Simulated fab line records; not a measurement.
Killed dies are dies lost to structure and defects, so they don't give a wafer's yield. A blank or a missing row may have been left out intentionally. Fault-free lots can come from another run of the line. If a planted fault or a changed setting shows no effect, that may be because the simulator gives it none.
Struck lot and sound lot, side by side	flow sky130	15 out of 708 route steps
Sound: wafers L621.1, L621.2, L621.5. Wafers struck: L623.4, L623.5, L623.6. Last of all comes the cause.
Per side, at each step with rows, come the tool, then ch with its chambers, and then its first start. Under that, the readings that differ: sound wafers	struck wafers	difference of the means	sigmas: that difference in standard deviations of wafers without a fault.
alike: words and numbers the same on both sides, and readings whose means are apart by under 2 such deviations; not compared: readings that were withheld, readings missing a value for some wafer, numbers with overlapping values and no deviation given by the record, and bounds like >300 which may hide the same value.
Wherever a step has rows on one side only, a row that says differs or no value, or a row with sigmas, the two part there. Numbers that have no deviation but don't overlap get no sigmas and don't part them. A reading missing from all wafers of one side parts the sides only when that side holds two or more wafers.

first, 6 steps without rows for these wafers: SKY_VIA4_HMDS_05 (prime time 60 s); SKY_VIA4_COAT_06 (resist thk 1140 nm); SKY_VIA4_SOFTBAKE_07 (time 60 s); SKY_VIA4_EXPOSE_08 (exposes mask VIM4, target cd 800 nm); SKY_VIA4_PEB_09; SKY_VIA4_DEVELOP_10 (develop time 60 s).
SKY_VIA4_OVL_MEAS_11:
  sound on overlay-02 at day 46 10:29; struck on overlay-01 at day 47 08:21
  alike: VIA4_OVL
SKY_VIA4_ETCH_12: etches SiO2 in C4F8/O2/Ar, stops on TiN, target depth 580 nm.
  sound on rie-diel-02 ch 0,1,3, day 46 10:32; struck on rie-diel-03 ch 1,2,3, day 47 08:22
  alike: oes-product-au
SKY_VIA4_STRIP_13: strips in O2/N2.
  sound on plasma-asher-01 ch 0,1, day 46 10:36; struck on plasma-asher-04 ch 0,1, day 47 08:29
reading	sound	struck	difference	sigmas
strip-time-to-endpoint-s (s)	12.87 12.89 12.92	12.86 12.79 12.78	-0.08	-3
  alike: drypump-motor-current-A, oes-product-au
  not compared: rf-hours-counter-h
then, 3 steps without rows for these wafers: SKY_VIA4_STRIP_14 (strips in post etch residue remover, time 1200 s); SKY_VIA4_CLEAN_15 (cleans in IPA, time 180 s); SKY_VIA4_CLEAN_16 (cleans in O3/DIW).
SKY_VIA4_SPUTTER_17: material TiN, target thk 20 nm, time 80 s.
  sound on pvd-sputter-01 at day 46 11:14; struck on pvd-sputter-03 at day 47 09:03
reading	sound	struck	difference	sigmas
model.TiN_of_VIA4_SPUTTER_17.thk-nm (nm)	19.76 19.76 19.91	19.07 19.12 19.12	-0.71	
  alike: throttle-valve-pct
SKY_VIA4_CVD_18: deposits W, target thk 505 nm, time 152.14 s.
  sound on cvd-w-02 ch 0,1, day 46 11:17; struck on cvd-w-01 ch 0,1, day 47 09:10
  alike: chamber-pressure-Torr, heater-power-w
-- the record jumps here: 3 days lie between the struck wafers' starts before and after (it left off in module VIA4 and takes up again in module PAD_OPEN, whose first step shown is number 708 of the route) --
SKY_PAD_OPEN_PROBE_99:
  rows exist in the record for the struck wafers here (prober-01, day 49 21:53), but not for the sound ones

## WHERE THEY PART
First at SKY_VIA4_STRIP_13; last, within this record, at SKY_PAD_OPEN_PROBE_99.

WHY: what had been put in by the simulator
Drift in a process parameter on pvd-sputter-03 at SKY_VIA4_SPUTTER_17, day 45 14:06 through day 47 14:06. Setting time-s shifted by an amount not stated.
